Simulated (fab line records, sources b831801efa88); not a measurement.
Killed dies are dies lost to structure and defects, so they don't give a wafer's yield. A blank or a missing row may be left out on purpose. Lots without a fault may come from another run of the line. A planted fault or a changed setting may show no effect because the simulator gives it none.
fab line records | flow sky130
record lots=12 wafers=36 last_day=50
route steps=708 shown POLY_GATE@218 LDD_HVN@275 PAD_OPEN@708
lots that met no fault: from a run of the same line without faults
start_h: hours from the record's first day to the start of the lot's first wafer shown | wait_h: hours since the lot's step before | " the same as in the row above | L1.1+2: a row that stands for several wafers | - no value, or no start given | * or withheld: withheld | < > ~ a bound
route shown NAME@n: a module of which the file shows steps, and the number in the route of the first | usual: mean/standard deviation of fault-free wafers | same: alike in all rows | chamber/n: place in a boat | sites: the reading at each site | _std_site: their standard deviation | _edge_site: outer sites' mean less inner sites' | radius_mm: how far each site lies from the wafer's centre | mask NAME#n: copy n | behind: the tool/chamber that last shaped the wafer | hold: why the lot was held/for how many hours/how that ended | device: the transistor (n, p or np) that didn't switch | end of line: the same wafers' tests at the end of the route | a step without rows: its recipe alone | killed: dies lost to structure and defects at the first sort, not the wafer's yield | map: a wafer's dies, x killed, . not, _ none there
set.NAME: the setting as run; set.NAME@STEP: as run at that earlier step | model.NAME: the simulator's own value behind a step, which no gauge read
steps of the route over a sample of lots; a table a step, a row a wafer
services: from which hour (start_h, from the record's first day; less than 0 if before it) a tool's chamber was out of use, for how many hours, and why
## steps
# step SKY_POLY_GATE_THK_MEAS_04
# recipe reads=Si3N4_of_POLY_GATE_CVD_03
# usual POLY_GATE_CVD_03_THK=75.0/0.58
# columns lot.wafer tool chamber start_h wait_h POLY_GATE_CVD_03_THK[nm]
L983.1 film_metro-01 - 343.68 0.0 74.8
L983.5 " - " " 75.0
L983.6 " - " " 74.5
L984.2 film_metro-02 - 348.41 0.0 74.8
L984.3 " - " " 75.4
L984.6 " - " " 74.5
L986.3 film_metro-02 - 367.06 0.0 76.2
L986.4 " - " " 75.7
L986.5 " - " " 76.1
L988.2 film_metro-01 - 396.71 0.0 74.9
L988.3 " - " " 75.5
L988.4 " - " " 75.1
L989.2 film_metro-01 - 412.44 0.0 76.1
L989.3 " - " " 74.9
L989.6 " - " " 75.5
L990.3 film_metro-04 - 412.45 0.0 74.8
L990.4 " - " " 74.9
L990.6 " - " " 75.6
L991.1 film_metro-01 - 412.49 0.1 74.6
L991.3 " - " " 74.2
L991.6 " - " " 74.5
L994.3 film_metro-02 - 433.05 0.0 74.4
L994.5 " - " " 75.8
L994.6 " - " " 75.5
L998.1 film_metro-02 - 467.17 0.0 74.9
L998.3 " - " " 74.6
L998.5 " - " " 75.2
L999.1 film_metro-04 - 513.10 0.0 74.9
L999.2 " - " " 75.7
L999.3 " - " " 75.5
L100.1 film_metro-01 - 513.10 0.0 75.2
L100.2 " - " " 75.1
L100.5 " - " " 75.3
L105.4 film_metro-04 - 528.72 0.0 74.4
L105.5 " - " " 74.2
L105.6 " - " " 73.5
# step SKY_POLY_GATE_ETCH_17
# recipe target_depth_nm=180 stop_on=SiO2 over_etch_frac=0.56667 chemistry=HBr/Cl2 target=poly-Si icp_w=400 bias_w=100 pressure_mtorr=10 HBr_flow_sccm=150 Cl2_flow_sccm=50 time_s=70.5
# usual drypump_motor_current_A=5.6/0.43 oes_product_au=0.992/0.0072 throttle_valve_pct=33.686/0.0083
# columns lot.wafer tool chamber start_h wait_h drypump_motor_current_A oes_product_au rf_hours_counter_h throttle_valve_pct
L983.1 rie_si-01 1 370.89 0.0 5.7 1.009 2 33.680
L983.5 " 1 " " 5.7 0.998 - 33.691
L983.6 " 0 " " 5.9 1.005 - 33.670
L984.2 rie_si-01 3 376.81 0.0 5.2 0.984 81 33.685
L984.3 " 0 " " 5.9 1.003 56 33.683
L984.6 " 0 " " 5.9 0.994 - 33.686
L986.3 rie_si-01 2 395.34 0.0 5.7 0.997 0 33.702
L986.4 " 0 " " 5.9 0.996 - 33.673
L986.5 " 1 " " 5.7 1.003 - 33.686
L988.2 rie_si-02 2 426.11 0.0 6.6 0.993 69 33.675
L988.3 " 3 " " 5.9 0.997 3 33.681
L988.4 " 2 " " 6.6 0.993 - 33.692
L989.2 rie_si-02 3 442.59 0.0 5.9 0.989 3 33.676
L989.3 " 1 " " 5.1 0.987 - 33.676
L989.6 " 3 " " 5.9 0.999 - 33.699
L990.3 rie_si-01 1 443.04 0.0 5.7 0.995 2 33.673
L990.4 " 0 " " 5.9 0.999 57 33.691
L990.6 " 3 " " 5.2 0.994 - 33.698
L991.1 rie_si-02 3 443.54 0.0 5.9 0.994 3 33.697
L991.3 " 3 " " 5.9 1.000 - 33.692
L991.6 " 3 " " 5.9 0.986 - 33.689
L994.3 rie_si-02 0 464.14 0.0 5.2 0.983 0 33.687
L994.5 " 0 " " 5.2 0.982 - 33.684
L994.6 " 3 " " 5.9 0.989 - 33.685
L998.1 rie_si-01 3 497.94 0.0 5.2 1.005 1 33.695
L998.3 " 1 " " 5.7 1.003 2 33.685
L998.5 " 1 " " 5.7 0.989 - 33.679
L999.1 rie_si-02 0 542.84 0.0 5.2 0.984 0 33.676
L999.2 " 3 " " 5.9 0.994 4 33.678
L999.3 " 2 " " 6.6 0.991 0 33.682
L100.1 rie_si-02 3 543.24 0.0 5.9 0.991 4 33.688
L100.2 " 2 " " 6.6 0.976 0 33.694
L100.5 " 1 " " 5.1 0.986 - 33.668
L105.4 rie_si-02 0 558.96 0.0 5.3 0.988 1 33.698
L105.5 " 1 " " 5.1 0.986 - 33.674
L105.6 " 0 " " 5.3 0.987 - 33.692
# step SKY_POLY_GATE_THK_MEAS_21
# recipe reads=SiO2_of_POLY_GATE_OXIDATION_20
# usual POLY_GATE_OXIDATION_THK=4.01/0.088
# columns lot.wafer tool chamber start_h wait_h POLY_GATE_OXIDATION_THK[nm]
L983.1 film_metro-02 - 373.33 0.0 3.95
L983.5 " - " " 3.90
L983.6 " - " " 3.97
L984.2 film_metro-01 - 378.81 0.0 4.03
L984.3 " - " " 4.01
L984.6 " - " " 3.92
L986.3 film_metro-01 - 397.91 0.0 4.06
L986.4 " - " " 4.06
L986.5 " - " " 4.05
L988.2 film_metro-02 - 428.16 0.0 3.95
L988.3 " - " " 3.96
L988.4 " - " " 4.01
L989.2 film_metro-01 - 444.08 0.0 4.19
L989.3 " - " " 4.17
L989.6 " - " " 4.15
L990.3 film_metro-04 - 444.51 0.0 4.05
L990.4 " - " " 4.05
L990.6 " - " " 3.98
L991.1 film_metro-01 - 445.32 0.0 4.14
L991.3 " - " " 4.10
L991.6 " - " " 4.13
L994.3 film_metro-01 - 466.48 0.0 3.94
L994.5 " - " " 4.10
L994.6 " - " " 4.01
L998.1 film_metro-01 - 499.90 0.0 4.03
L998.3 " - " " 3.99
L998.5 " - " " 4.02
L999.1 film_metro-02 - 544.29 0.0 4.01
L999.2 " - " " 3.95
L999.3 " - " " 3.93
L100.1 film_metro-02 - 544.85 0.0 4.04
L100.2 " - " " 4.02
L100.5 " - " " 4.06
L105.4 film_metro-04 - 560.49 0.0 3.88
L105.5 " - " " 3.90
L105.6 " - " " 3.98
# step SKY_LDD_HVN_IMPLANT_08
# recipe species=P energy_kev=60 dose_cm2=3e+13 tilt_deg=40
# usual dose_ions_cm2=3.0004e+13/2.9e+10 faraday_current_uA=169/3.2 tilt_deg=39.996/0.022
# columns lot.wafer tool chamber start_h wait_h dose_ions_cm2 faraday_current_uA tilt_deg
L983.1 implanter-02 0 464.01 0.0 3.0001e+13 168 39.969
L983.5 " 0 " " 3.0014e+13 173 39.994
L983.6 " 0 " " 3.0047e+13 171 39.994
L984.2 implanter-02 0 469.61 0.0 3.0039e+13 173 39.974
L984.3 " 0 " " 3.0108e+13 166 40.006
L984.6 " 0 " " 3.0028e+13 170 39.977
L986.3 implanter-02 0 489.51 0.1 3.0023e+13 172 40.011
L986.4 " 0 " " 2.9993e+13 165 40.016
L986.5 " 0 " " 3.0005e+13 168 39.996
L988.2 implanter-01 0 519.76 0.0 3.0039e+13 174 39.980
L988.3 " 0 " " 2.9993e+13 168 39.983
L988.4 " 0 " " 2.9973e+13 164 39.962
L989.2 implanter-01 0 535.37 0.0 2.9992e+13 169 39.989
L989.3 " 0 " " 3.001e+13 166 39.996
L989.6 " 0 " " 3.0004e+13 169 39.979
L990.3 implanter-01 0 536.69 0.1 2.997e+13 169 40.009
L990.4 " 0 " " 3.0008e+13 172 39.974
L990.6 " 0 " " 3.0034e+13 170 39.982
L991.1 implanter-03 0 537.29 0.0 3.0024e+13 161 40.023
L991.3 " 0 " " 3.0027e+13 166 40.019
L991.6 " 0 " " 3.0015e+13 172 40.020
L994.3 implanter-01 0 557.00 0.1 3.0046e+13 170 39.992
L994.5 " 0 " " 3.0027e+13 172 40.006
L994.6 " 0 " " 2.9984e+13 168 40.026
L998.1 implanter-01 0 589.74 0.0 3.0038e+13 174 39.967
L998.3 " 0 " " 2.9996e+13 167 39.962
L998.5 " 0 " " 2.9982e+13 172 39.985
L999.1 implanter-01 0 632.36 0.0 1.8084e+13 98 39.993
L999.2 " 0 " " 1.8098e+13 100 39.974
L999.3 " 0 " " 1.8067e+13 101 39.987
L100.1 implanter-01 0 634.41 0.0 1.812e+13 103 39.982
L100.2 " 0 " " 1.8058e+13 104 39.999
L100.5 " 0 " " 1.8077e+13 103 39.995
L105.4 implanter-03 0 649.22 0.1 3.0009e+13 170 39.985
L105.5 " 0 " " 3.0006e+13 169 40.009
L105.6 " 0 " " 2.9983e+13 176 39.967
# step SKY_LDD_HVN_TW_MEAS_10
# usual LDD_HVN_TW=1432/23
# columns lot.wafer tool chamber start_h wait_h LDD_HVN_TW
L983.1 film_metro-04 - 464.26 0.1 1410
L983.5 " - " " 1402
L983.6 " - " " 1405
L984.2 film_metro-04 - 469.85 0.1 1406
L984.3 " - " " 1398
L984.6 " - " " 1398
L986.3 film_metro-04 - 489.73 0.1 1401
L986.4 " - " " 1407
L986.5 " - " " 1404
L988.2 film_metro-01 - 520.00 0.1 1446
L988.3 " - " " 1438
L988.4 " - " " 1446
L989.2 film_metro-04 - 535.61 0.1 1407
L989.3 " - " " 1408
L989.6 " - " " 1406
L990.3 film_metro-01 - 536.91 0.1 1449
L990.4 " - " " 1447
L990.6 " - " " 1446
L991.1 film_metro-01 - 537.54 0.1 1446
L991.3 " - " " 1441
L991.6 " - " " 1444
L994.3 film_metro-01 - 557.22 0.1 1451
L994.5 " - " " 1445
L994.6 " - " " 1451
L998.1 film_metro-02 - 589.99 0.1 1451
L998.3 " - " " 1461
L998.5 " - " " 1454
L999.1 film_metro-04 - 632.61 0.1 1200
L999.2 " - " " 1201
L999.3 " - " " 1202
L100.1 film_metro-04 - 634.66 0.1 1191
L100.2 " - " " 1189
L100.5 " - " " 1197
L105.4 film_metro-02 - 649.43 0.1 1465
L105.5 " - " " 1456
L105.6 " - " " 1456
# step SKY_PAD_OPEN_PROBE_99
# usual killed_at_M0_to_M3=44/6.4 killed_at_M4_up=3.0/1.8 killed_at_contacts=24/5 killed_at_front_end=16/4.3 killed_at_other=0.4/0.76 killed_dies=88/8.6 killed_on_rim=18/4 killed_open=47/7.2 killed_short=40/5.5
# same gross_dies=492 killed_at_back_side=0
# columns lot.wafer tool chamber start_h wait_h killed_at_M0_to_M3 killed_at_M4_up killed_at_contacts killed_at_front_end killed_at_other killed_dies killed_on_rim killed_open killed_short
L986.3 prober-02 - 1091.58 0.2 52 1 28 14 0 95 20 50 44
L986.4 prober-02 - 1091.63 0.2 46 4 23 18 0 91 16 42 49
L986.5 prober-02 - 1091.68 0.2 37 0 20 14 1 72 14 37 34
L989.2 prober-01 - 1117.65 0.1 52 1 27 20 0 100 15 64 36
L989.3 prober-01 - 1117.70 0.2 44 5 32 12 0 93 12 57 36
L989.6 prober-01 - 1117.85 0.2 44 3 28 17 0 92 17 50 41
L990.3 prober-02 - 1119.53 0.2 38 3 23 23 0 87 26 47 40
L990.4 prober-02 - 1119.58 0.2 59 3 27 11 0 100 22 57 43
L990.6 prober-02 - 1119.68 0.2 46 4 26 12 1 89 16 47 41
L991.3 prober-01 - 1122.98 0.2 45 4 22 20 0 91 17 48 43
L991.6 prober-01 - 1123.13 0.2 44 2 23 19 0 88 19 43 45
L994.5 prober-02 - 1134.41 0.2 50 3 21 21 0 95 19 46 47
L998.1 prober-02 - 1154.07 0.1 45 4 37 19 0 105 21 61 43
L998.3 prober-02 - 1154.17 0.2 43 1 31 19 0 94 19 45 48
L998.5 prober-02 - 1154.27 0.2 53 3 31 15 0 102 20 59 41
L100.1 prober-01 - 1181.56 0.1 46 0 28 20 2 96 19 47 47
L100.2 prober-01 - 1181.61 0.1 34 1 24 22 2 83 15 46 35
L100.5 prober-01 - 1181.76 0.2 30 4 25 25 0 84 12 43 41
# killed by level:class
L986.3 VIA1:geometric_particle:open=10 CONTACT:geometric_particle:open=9 VIA3:geometric_particle:short=8 POLY_GATE:geometric_particle:open=7 VIA3:geometric_particle:open=7 LI_CONTACT:geometric_particle:open=6 METAL3:geometric_particle:short=6 CONTACT:geometric_particle:short=5
L986.4 CONTACT:geometric_particle:open=12 VIA1:geometric_particle:open=7 VIA2:geometric_particle:open=7 POLY_GATE:geometric_particle:short=6 METAL1:geometric_particle:short=6 VIA1:geometric_particle:short=6 VIA3:geometric_particle:short=6 VIA3:geometric_particle:open=5
L986.5 VIA1:geometric_particle:open=9 VIA1:geometric_particle:short=8 CONTACT:geometric_particle:open=7 LI_CONTACT:geometric_particle:open=6 POLY_GATE:geometric_particle:short=5 VIA3:geometric_particle:short=5 POLY_GATE:geometric_particle:open=4 VIA2:geometric_particle:open=4
L989.2 VIA1:geometric_particle:open=16 FIELD_ISO:geometric_particle:open=9 VIA3:geometric_particle:open=9 CONTACT:geometric_particle:open=8 VIA2:geometric_particle:open=8 LI_CONTACT:geometric_particle:open=7 FIELD_ISO:geometric_particle:short=6 LOCAL_INTERCONNECT:geometric_particle:short=6
L989.3 CONTACT:geometric_particle:open=15 VIA3:geometric_particle:open=9 VIA1:geometric_particle:open=8 VIA2:geometric_particle:open=6 LOCAL_INTERCONNECT:geometric_particle:short=6 METAL2:geometric_particle:short=6 FIELD_ISO:geometric_particle:short=5 LI_CONTACT:geometric_particle:open=5
L989.6 CONTACT:geometric_particle:open=11 VIA1:geometric_particle:open=10 VIA3:geometric_particle:open=9 LI_CONTACT:geometric_particle:open=8 METAL2:geometric_particle:short=7 FIELD_ISO:geometric_particle:short=5 FIELD_ISO:geometric_particle:open=5 METAL1:geometric_particle:short=5
L990.3 VIA2:geometric_particle:open=8 VIA3:geometric_particle:open=8 POLY_GATE:geometric_particle:short=7 LI_CONTACT:geometric_particle:open=7 CONTACT:geometric_particle:open=7 FIELD_ISO:geometric_particle:short=6 CONTACT:geometric_particle:short=6 METAL1:geometric_particle:short=5
L990.4 VIA1:geometric_particle:open=11 CONTACT:geometric_particle:open=10 VIA3:geometric_particle:open=10 VIA2:geometric_particle:open=7 CONTACT:geometric_particle:short=6 VIA1:geometric_particle:short=6 LI_CONTACT:geometric_particle:open=5 VIA2:geometric_particle:short=5
L990.6 CONTACT:geometric_particle:open=10 METAL1:geometric_particle:short=10 LI_CONTACT:geometric_particle:open=9 VIA2:geometric_particle:open=8 VIA3:geometric_particle:short=6 LI_CONTACT:geometric_particle:short=5 METAL1:geometric_particle:open=4 VIA1:geometric_particle:open=3
L991.3 VIA1:geometric_particle:open=11 CONTACT:geometric_particle:open=9 VIA3:geometric_particle:open=7 VIA1:geometric_particle:short=6 VIA2:geometric_particle:open=6 FIELD_ISO:geometric_particle:open=4 FIELD_ISO:geometric_particle:short=4 POLY_GATE:geometric_particle:open=4
L991.6 VIA1:geometric_particle:open=13 LOCAL_INTERCONNECT:geometric_particle:short=7 METAL3:geometric_particle:short=7 VIA2:geometric_particle:open=6 METAL2:geometric_particle:short=6 FIELD_ISO:geometric_particle:short=5 POLY_GATE:geometric_particle:open=5 CONTACT:geometric_particle:short=5
L994.5 VIA1:geometric_particle:open=11 METAL2:geometric_particle:short=8 VIA3:geometric_particle:open=8 FIELD_ISO:geometric_particle:short=7 CONTACT:geometric_particle:open=7 VIA2:geometric_particle:open=5 POLY_GATE:geometric_particle:open=5 LOCAL_INTERCONNECT:geometric_particle:short=5
L998.1 CONTACT:geometric_particle:open=18 LI_CONTACT:geometric_particle:open=10 VIA1:geometric_particle:open=10 VIA1:geometric_particle:short=7 FIELD_ISO:geometric_particle:open=6 METAL2:geometric_particle:short=6 VIA2:geometric_particle:open=5 CONTACT:geometric_particle:short=4
L998.3 VIA1:geometric_particle:open=10 CONTACT:geometric_particle:open=9 LI_CONTACT:geometric_particle:open=7 CONTACT:geometric_particle:short=7 VIA1:geometric_particle:short=7 VIA3:geometric_particle:open=6 METAL1:geometric_particle:short=5 FIELD_ISO:geometric_particle:open=4
L998.5 CONTACT:geometric_particle:open=16 VIA1:geometric_particle:open=13 LI_CONTACT:geometric_particle:open=8 VIA1:geometric_particle:short=7 VIA2:geometric_particle:open=7 FIELD_ISO:geometric_particle:open=5 CONTACT:geometric_particle:short=5 VIA3:geometric_particle:short=5
L100.1 CONTACT:geometric_particle:open=11 METAL2:geometric_particle:short=10 LI_CONTACT:geometric_particle:open=8 VIA1:geometric_particle:open=8 METAL1:geometric_particle:short=5 VIA1:geometric_particle:short=5 VIA2:geometric_particle:short=5 SPACER:geometric_particle:short=4
L100.2 CONTACT:geometric_particle:open=9 FIELD_ISO:geometric_particle:open=7 VIA3:geometric_particle:open=7 LI_CONTACT:geometric_particle:open=6 METAL1:geometric_particle:short=6 VIA2:geometric_particle:open=6 POLY_GATE:geometric_particle:short=5 METAL2:geometric_particle:short=5
L100.5 VIA1:geometric_particle:open=8 FIELD_ISO:geometric_particle:short=7 CONTACT:geometric_particle:short=7 CONTACT:geometric_particle:open=6 FIELD_ISO:geometric_particle:open=5 POLY_GATE:geometric_particle:open=5 VIA2:geometric_particle:open=5 POLY_GATE:geometric_particle:short=4
## services
# columns tool chamber start_h hours kind
implanter-01 - 354.64 6.5 pm
rie_si-02 1 360.94 4.6 repair
implanter-01 - 368.22 3.6 repair
implanter-02 - 378.81 3.5 repair
implanter-02 - 379.05 2.3 repair
rie_si-02 1 396.83 13.1 repair
rie_si-01 2 399.39 15.9 repair
implanter-02 - 399.87 3.8 pm
rie_si-02 0 401.35 4.1 repair
implanter-03 - 405.99 1.3 repair
rie_si-01 - 413.63 0.3 repair
rie_si-01 - 419.52 0.5 repair
rie_si-02 0 441.32 3.4 repair
implanter-02 - 444.02 4.9 pm
implanter-02 - 456.54 6.3 repair
implanter-01 - 522.53 4.2 repair
implanter-03 - 558.72 3.1 pm
implanter-01 - 560.01 5.1 repair
implanter-03 - 571.96 2.7 repair
implanter-01 - 590.93 0.8 repair
rie_si-02 1 603.78 7.0 repair
implanter-02 - 634.52 167.2 pm
implanter-01 - 637.06 18.5 repair
rie_si-02 - 641.96 2.8 pm
## key
first_sign step=SKY_LDD_HVN_IMPLANT_08 reading=dose_ions_cm2 direction=down sigmas=99+ usual=* struck=*
effect step=SKY_LDD_HVN_IMPLANT_08 reading=faraday_current_uA direction=down sigmas=21 usual=169 struck=101
effect step=SKY_LDD_HVN_TW_MEAS_10 reading=LDD_HVN_TW direction=down sigmas=10 usual=1432 struck=1197
met_at SKY_LDD_HVN_IMPLANT_08
struck_lots L999,L100
tester_left_out L999,L100
not_acting_at SKY_POLY_GATE_THK_MEAS_04,SKY_POLY_GATE_ETCH_17,SKY_POLY_GATE_THK_MEAS_21
onset_between 589.74 632.36
fault kind=process_parameter_drift tool=implanter-01 chamber=- onset_h=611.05 steps=SKY_LDD_HVN_IMPLANT_08 channel=dose_cm2 offset=* shape=step end_h=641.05 acts_in=* stated=*
# tester_left_out: of these lots the tester's yield and bins aren't shown, on N5 and GAA mostly nor the transistor test; their killed dies are dies lost to structure and defects alone, not to doping, threshold or leakage, so they don't give the yield
